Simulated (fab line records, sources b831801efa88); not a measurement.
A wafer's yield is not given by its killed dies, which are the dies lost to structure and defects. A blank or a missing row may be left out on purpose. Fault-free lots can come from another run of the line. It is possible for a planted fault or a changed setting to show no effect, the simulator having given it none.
Which of the tools did it? || flow sky130 || Sampling: 15 lots, 45 wafers, 4 of 708 route steps

== WHAT THE GAUGES READ, wafer by wafer ==
The record holds no reading of a measuring or inspecting step that can be judged against a usual standard deviation.

== WHAT TOOL EACH LOT RAN ON (gives the tool, then ch and the chambers of the sampled wafers, and finally the start) ==
{"lot": "L120", "SKY_METAL3_SPUTTER_04": "pvd-sputter-01, day 36 09:37", "SKY_METAL3_DESCUM_15": "rie-metal-01 ch 0,1, day 38 14:12", "SKY_METAL3_STRIP_19": "plasma-asher-04 ch 0,1, day 38 14:42", "SKY_VIA3_CMP_02": "cmp-02 ch 0,1, day 38 15:31"}
{"lot": "L122", "SKY_METAL3_SPUTTER_04": "pvd-sputter-03, day 37 03:07", "SKY_METAL3_DESCUM_15": "rie-metal-03 ch 0,1, day 39 07:27", "SKY_METAL3_STRIP_19": "plasma-asher-02 ch 0,1, day 39 07:48", "SKY_VIA3_CMP_02": "cmp-02 ch 0,2, day 39 08:38"}
{"lot": "L123", "SKY_METAL3_SPUTTER_04": "pvd-sputter-01, day 37 07:48", "SKY_METAL3_DESCUM_15": "rie-metal-03 ch 0,1, day 39 10:59", "SKY_METAL3_STRIP_19": "plasma-asher-01 ch 0, day 39 11:19", "SKY_VIA3_CMP_02": "cmp-01 ch 0,2, day 39 12:12"}
{"lot": "L125", "SKY_METAL3_SPUTTER_04": "pvd-sputter-01, day 37 19:16", "SKY_METAL3_DESCUM_15": "rie-metal-03 ch 0,1, day 39 21:47", "SKY_METAL3_STRIP_19": "plasma-asher-02 ch 0,1, day 39 22:07", "SKY_VIA3_CMP_02": "cmp-01 ch 0,1,2, day 39 23:01"}
{"lot": "L126", "SKY_METAL3_SPUTTER_04": "pvd-sputter-03, day 38 10:16", "SKY_METAL3_DESCUM_15": "rie-metal-01 ch 0,1, day 40 13:19", "SKY_METAL3_STRIP_19": "plasma-asher-04 ch 0,1, day 40 13:38", "SKY_VIA3_CMP_02": "cmp-01 ch 0,1,3, day 40 14:36"}
{"lot": "L128", "SKY_METAL3_SPUTTER_04": "pvd-sputter-01, day 38 22:10", "SKY_METAL3_DESCUM_15": "rie-metal-01 ch 0,1, day 40 23:57", "SKY_METAL3_STRIP_19": "plasma-asher-04 ch 0,1, day 41 00:16", "SKY_VIA3_CMP_02": "cmp-01 ch 0,2, day 41 01:32"}
{"lot": "L129", "SKY_METAL3_SPUTTER_04": "pvd-sputter-04, day 39 05:32", "SKY_METAL3_DESCUM_15": "rie-metal-03 ch 1, day 41 07:10", "SKY_METAL3_STRIP_19": "plasma-asher-04 ch 0, day 41 07:29", "SKY_VIA3_CMP_02": "-"}
{"lot": "L130", "SKY_METAL3_SPUTTER_04": "pvd-sputter-01, day 39 11:16", "SKY_METAL3_DESCUM_15": "rie-metal-01 ch 0,1, day 41 12:20", "SKY_METAL3_STRIP_19": "plasma-asher-02 ch 0,1, day 41 12:40", "SKY_VIA3_CMP_02": "-"}
{"lot": "L131", "SKY_METAL3_SPUTTER_04": "pvd-sputter-03, day 39 16:49", "SKY_METAL3_DESCUM_15": "rie-metal-04 ch 0,1, day 41 17:48", "SKY_METAL3_STRIP_19": "plasma-asher-01 ch 0,1, day 41 18:07", "SKY_VIA3_CMP_02": "-"}
{"lot": "L135", "SKY_METAL3_SPUTTER_04": "pvd-sputter-04, day 41 01:17", "SKY_METAL3_DESCUM_15": "rie-metal-03 ch 0,1, day 43 00:59", "SKY_METAL3_STRIP_19": "plasma-asher-04 ch 0,1, day 43 01:19", "SKY_VIA3_CMP_02": "cmp-01 ch 0,1, day 43 02:14"}
{"lot": "L134", "SKY_METAL3_SPUTTER_04": "pvd-sputter-03, day 41 01:36", "SKY_METAL3_DESCUM_15": "rie-metal-01 ch 0,1, day 43 01:20", "SKY_METAL3_STRIP_19": "plasma-asher-01 ch 0,1, day 43 01:40", "SKY_VIA3_CMP_02": "cmp-02 ch 0,2,3, day 43 02:32"}
{"lot": "L137", "SKY_METAL3_SPUTTER_04": "pvd-sputter-04, day 41 15:49", "SKY_METAL3_DESCUM_15": "rie-metal-04 ch 0, day 43 15:46", "SKY_METAL3_STRIP_19": "plasma-asher-04 ch 0,1, day 43 16:13", "SKY_VIA3_CMP_02": "cmp-02 ch 0,2, day 43 17:05"}
{"lot": "L138", "SKY_METAL3_SPUTTER_04": "pvd-sputter-03, day 42 01:40", "SKY_METAL3_DESCUM_15": "rie-metal-01 ch 1, day 44 00:46", "SKY_METAL3_STRIP_19": "plasma-asher-02 ch 0,1, day 44 01:05", "SKY_VIA3_CMP_02": "cmp-02 ch 0,3, day 44 01:58"}
{"lot": "L142", "SKY_METAL3_SPUTTER_04": "pvd-sputter-03, day 43 01:50", "SKY_METAL3_DESCUM_15": "rie-metal-03 ch 0,1, day 45 00:24", "SKY_METAL3_STRIP_19": "plasma-asher-01 ch 1, day 45 00:43", "SKY_VIA3_CMP_02": "cmp-01 ch 0,1,2, day 45 01:42"}
{"lot": "L143", "SKY_METAL3_SPUTTER_04": "pvd-sputter-01, day 43 11:01", "SKY_METAL3_DESCUM_15": "rie-metal-01 ch 1, day 45 08:36", "SKY_METAL3_STRIP_19": "plasma-asher-02 ch 0, day 45 08:55", "SKY_VIA3_CMP_02": "cmp-02 ch 1,2, day 45 09:44"}
- SKY_METAL3_SPUTTER_04: material TiN, target thk 70 nm, time 58.3 s.
- SKY_METAL3_DESCUM_15: chemistry O2, time 8 s.
- SKY_METAL3_STRIP_19: strips in O2/N2.
- SKY_VIA3_CMP_02: polishes SiO2.

== WHAT THE TOOLS THEMSELVES READ (means of the sampled wafers that have a number; where no wafer has one, the mark that the record gives instead) ==
SKY_METAL3_SPUTTER_04. Usual: throttle-valve-pct reads 29.9 % (standard deviation 1.1).
{"lot": "L120", "tool": "pvd-sputter-01", "throttle-valve-pct (%)": 29.0, "flag": ""}
{"lot": "L122", "tool": "pvd-sputter-03", "throttle-valve-pct (%)": 29.4, "flag": ""}
{"lot": "L123", "tool": "pvd-sputter-01", "throttle-valve-pct (%)": 29.7, "flag": ""}
{"lot": "L125", "tool": "pvd-sputter-01", "throttle-valve-pct (%)": 29.9, "flag": ""}
{"lot": "L126", "tool": "pvd-sputter-03", "throttle-valve-pct (%)": 29.7, "flag": ""}
{"lot": "L128", "tool": "pvd-sputter-01", "throttle-valve-pct (%)": 28.9, "flag": ""}
{"lot": "L129", "tool": "pvd-sputter-04", "throttle-valve-pct (%)": 31.0, "flag": ""}
{"lot": "L130", "tool": "pvd-sputter-01", "throttle-valve-pct (%)": 29.3, "flag": ""}
{"lot": "L131", "tool": "pvd-sputter-03", "throttle-valve-pct (%)": 29.7, "flag": ""}
{"lot": "L135", "tool": "pvd-sputter-04", "throttle-valve-pct (%)": 30.0, "flag": ""}
{"lot": "L134", "tool": "pvd-sputter-03", "throttle-valve-pct (%)": 29.7, "flag": ""}
{"lot": "L137", "tool": "pvd-sputter-04", "throttle-valve-pct (%)": 30.8, "flag": ""}
{"lot": "L138", "tool": "pvd-sputter-03", "throttle-valve-pct (%)": 29.8, "flag": ""}
{"lot": "L142", "tool": "pvd-sputter-03", "throttle-valve-pct (%)": 29.7, "flag": ""}
{"lot": "L143", "tool": "pvd-sputter-01", "throttle-valve-pct (%)": 29.9, "flag": ""}

SKY_METAL3_DESCUM_15. Usual: drypump-motor-current-A 5.75 A, standard deviation 0.21; oes-product-au 0.999 a.u., standard deviation 0.0083.
{"lot": "L120", "tool": "rie-metal-01", "drypump-motor-current-A (A)": 5.67, "oes-product-au (a.u.)": 0.995, "flag": ""}
{"lot": "L122", "tool": "rie-metal-03", "drypump-motor-current-A (A)": 5.83, "oes-product-au (a.u.)": 0.997, "flag": ""}
{"lot": "L123", "tool": "rie-metal-03", "drypump-motor-current-A (A)": 5.81, "oes-product-au (a.u.)": 0.997, "flag": ""}
{"lot": "L125", "tool": "rie-metal-03", "drypump-motor-current-A (A)": 5.80, "oes-product-au (a.u.)": 1.006, "flag": ""}
{"lot": "L126", "tool": "rie-metal-01", "drypump-motor-current-A (A)": 5.79, "oes-product-au (a.u.)": 0.989, "flag": ""}
{"lot": "L128", "tool": "rie-metal-01", "drypump-motor-current-A (A)": 5.67, "oes-product-au (a.u.)": 1.000, "flag": ""}
{"lot": "L129", "tool": "rie-metal-03", "drypump-motor-current-A (A)": 5.79, "oes-product-au (a.u.)": 1.007, "flag": ""}
{"lot": "L130", "tool": "rie-metal-01", "drypump-motor-current-A (A)": 5.66, "oes-product-au (a.u.)": 1.000, "flag": ""}
{"lot": "L131", "tool": "rie-metal-04", "drypump-motor-current-A (A)": 5.71, "oes-product-au (a.u.)": 1.002, "flag": ""}
{"lot": "L135", "tool": "rie-metal-03", "drypump-motor-current-A (A)": 5.81, "oes-product-au (a.u.)": 1.007, "flag": ""}
{"lot": "L134", "tool": "rie-metal-01", "drypump-motor-current-A (A)": 5.79, "oes-product-au (a.u.)": 1.003, "flag": ""}
{"lot": "L137", "tool": "rie-metal-04", "drypump-motor-current-A (A)": 5.97, "oes-product-au (a.u.)": 1.013, "flag": ""}
{"lot": "L138", "tool": "rie-metal-01", "drypump-motor-current-A (A)": 5.53, "oes-product-au (a.u.)": 0.989, "flag": ""}
{"lot": "L142", "tool": "rie-metal-03", "drypump-motor-current-A (A)": 5.82, "oes-product-au (a.u.)": 1.001, "flag": ""}
{"lot": "L143", "tool": "rie-metal-01", "drypump-motor-current-A (A)": 5.57, "oes-product-au (a.u.)": 1.000, "flag": ""}

SKY_METAL3_STRIP_19. Usual: chamber-pressure-mTorr 1500.1 mTorr, standard deviation 1.2; drypump-motor-current-A 5.4 A, standard deviation 0.34; o2-flow-sccm 2999 sccm, standard deviation 8.4; oes-product-au 0.501 a.u., standard deviation 0.0054; strip-time-to-endpoint-s 6.52 s, standard deviation 0.071.
{"lot": "L120", "tool": "plasma-asher-04", "chamber-pressure-mTorr (mTorr)": 1499.5, "drypump-motor-current-A (A)": 5.2, "o2-flow-sccm (sccm)": 2994, "oes-product-au (a.u.)": 0.501, "strip-time-to-endpoint-s (s)": 6.53, "flag": ""}
{"lot": "L122", "tool": "plasma-asher-02", "chamber-pressure-mTorr (mTorr)": 1499.3, "drypump-motor-current-A (A)": 6.0, "o2-flow-sccm (sccm)": 3002, "oes-product-au (a.u.)": 0.497, "strip-time-to-endpoint-s (s)": 6.46, "flag": ""}
{"lot": "L123", "tool": "plasma-asher-01", "chamber-pressure-mTorr (mTorr)": 1499.0, "drypump-motor-current-A (A)": 5.2, "o2-flow-sccm (sccm)": 3004, "oes-product-au (a.u.)": 0.501, "strip-time-to-endpoint-s (s)": 6.43, "flag": ""}
{"lot": "L125", "tool": "plasma-asher-02", "chamber-pressure-mTorr (mTorr)": 1500.8, "drypump-motor-current-A (A)": 6.0, "o2-flow-sccm (sccm)": 3005, "oes-product-au (a.u.)": 0.496, "strip-time-to-endpoint-s (s)": 6.49, "flag": ""}
{"lot": "L126", "tool": "plasma-asher-04", "chamber-pressure-mTorr (mTorr)": 1501.0, "drypump-motor-current-A (A)": 5.1, "o2-flow-sccm (sccm)": 2996, "oes-product-au (a.u.)": 0.501, "strip-time-to-endpoint-s (s)": 6.48, "flag": ""}
{"lot": "L128", "tool": "plasma-asher-04", "chamber-pressure-mTorr (mTorr)": 1500.0, "drypump-motor-current-A (A)": 5.2, "o2-flow-sccm (sccm)": 2996, "oes-product-au (a.u.)": 0.500, "strip-time-to-endpoint-s (s)": 6.51, "flag": ""}
{"lot": "L129", "tool": "plasma-asher-04", "chamber-pressure-mTorr (mTorr)": "-", "drypump-motor-current-A (A)": "-", "o2-flow-sccm (sccm)": "-", "oes-product-au (a.u.)": "-", "strip-time-to-endpoint-s (s)": "-", "flag": "OFF"}
{"lot": "L130", "tool": "plasma-asher-02", "chamber-pressure-mTorr (mTorr)": "-", "drypump-motor-current-A (A)": "-", "o2-flow-sccm (sccm)": "-", "oes-product-au (a.u.)": "-", "strip-time-to-endpoint-s (s)": "-", "flag": "OFF"}
{"lot": "L131", "tool": "plasma-asher-01", "chamber-pressure-mTorr (mTorr)": "-", "drypump-motor-current-A (A)": "-", "o2-flow-sccm (sccm)": "-", "oes-product-au (a.u.)": "-", "strip-time-to-endpoint-s (s)": "-", "flag": "OFF"}
{"lot": "L135", "tool": "plasma-asher-04", "chamber-pressure-mTorr (mTorr)": 1499.9, "drypump-motor-current-A (A)": 5.1, "o2-flow-sccm (sccm)": 2996, "oes-product-au (a.u.)": 0.497, "strip-time-to-endpoint-s (s)": 6.43, "flag": ""}
{"lot": "L134", "tool": "plasma-asher-01", "chamber-pressure-mTorr (mTorr)": 1499.4, "drypump-motor-current-A (A)": 5.3, "o2-flow-sccm (sccm)": 2999, "oes-product-au (a.u.)": 0.502, "strip-time-to-endpoint-s (s)": 6.51, "flag": ""}
{"lot": "L137", "tool": "plasma-asher-04", "chamber-pressure-mTorr (mTorr)": 1499.7, "drypump-motor-current-A (A)": 5.2, "o2-flow-sccm (sccm)": 3009, "oes-product-au (a.u.)": 0.501, "strip-time-to-endpoint-s (s)": 6.56, "flag": ""}
{"lot": "L138", "tool": "plasma-asher-02", "chamber-pressure-mTorr (mTorr)": 1499.7, "drypump-motor-current-A (A)": 6.0, "o2-flow-sccm (sccm)": 3006, "oes-product-au (a.u.)": 0.505, "strip-time-to-endpoint-s (s)": 6.60, "flag": ""}
{"lot": "L142", "tool": "plasma-asher-01", "chamber-pressure-mTorr (mTorr)": 1500.7, "drypump-motor-current-A (A)": 5.4, "o2-flow-sccm (sccm)": 3010, "oes-product-au (a.u.)": 0.502, "strip-time-to-endpoint-s (s)": 6.64, "flag": ""}
{"lot": "L143", "tool": "plasma-asher-02", "chamber-pressure-mTorr (mTorr)": 1500.1, "drypump-motor-current-A (A)": 6.0, "o2-flow-sccm (sccm)": 3000, "oes-product-au (a.u.)": 0.505, "strip-time-to-endpoint-s (s)": 6.59, "flag": ""}

SKY_VIA3_CMP_02. Usual: motor-current-A 11.8 A, standard deviation 1; slurry-filter-dp-kPa 13.49 kPa, standard deviation 0.14.
{"lot": "L120", "tool": "cmp-02", "motor-current-A (A)": 11.9, "slurry-filter-dp-kPa (kPa)": 13.44, "flag": ""}
{"lot": "L122", "tool": "cmp-02", "motor-current-A (A)": 10.8, "slurry-filter-dp-kPa (kPa)": 13.40, "flag": ""}
{"lot": "L123", "tool": "cmp-01", "motor-current-A (A)": 11.3, "slurry-filter-dp-kPa (kPa)": 13.47, "flag": ""}
{"lot": "L125", "tool": "cmp-01", "motor-current-A (A)": 10.9, "slurry-filter-dp-kPa (kPa)": 13.47, "flag": ""}
{"lot": "L126", "tool": "cmp-01", "motor-current-A (A)": 11.7, "slurry-filter-dp-kPa (kPa)": 13.51, "flag": ""}
{"lot": "L128", "tool": "cmp-01", "motor-current-A (A)": 11.5, "slurry-filter-dp-kPa (kPa)": 13.46, "flag": ""}
{"lot": "L135", "tool": "cmp-01", "motor-current-A (A)": 11.2, "slurry-filter-dp-kPa (kPa)": 13.57, "flag": ""}
{"lot": "L134", "tool": "cmp-02", "motor-current-A (A)": 11.5, "slurry-filter-dp-kPa (kPa)": 13.59, "flag": ""}
{"lot": "L137", "tool": "cmp-02", "motor-current-A (A)": 11.1, "slurry-filter-dp-kPa (kPa)": 13.55, "flag": ""}
{"lot": "L138", "tool": "cmp-02", "motor-current-A (A)": 11.5, "slurry-filter-dp-kPa (kPa)": 13.43, "flag": ""}
{"lot": "L142", "tool": "cmp-01", "motor-current-A (A)": 11.0, "slurry-filter-dp-kPa (kPa)": 13.49, "flag": ""}
{"lot": "L143", "tool": "cmp-02", "motor-current-A (A)": 11.7, "slurry-filter-dp-kPa (kPa)": 13.53, "flag": ""}

== THE ANSWER, worked out from the rows above alone ==
Rule: lot off if the mean of its wafers having a number is beyond 3 standard deviations from the usual mean. Also off: a lot with no number at a reading for which 4 or more lots have one. All remaining lots with rows at the step are treated as sound. Order of review: gauges by route order, followed by the tools' own readings, for which a lot's mean as printed above is used. At the first step where some lot is off, the reading lying furthest off is the one used; lots without a number count as furthest.
Off: L129, L130, L131 (SKY_METAL3_STRIP_19, chamber-pressure-mTorr). Without a number there: L129, L130, L131.
A tool fits if, at that step or a process step before it, it ran every lot that is off, and no sound lot after the first of them. None of those tried fits.

== WHAT THE SIMULATOR HAD INSERTED ==
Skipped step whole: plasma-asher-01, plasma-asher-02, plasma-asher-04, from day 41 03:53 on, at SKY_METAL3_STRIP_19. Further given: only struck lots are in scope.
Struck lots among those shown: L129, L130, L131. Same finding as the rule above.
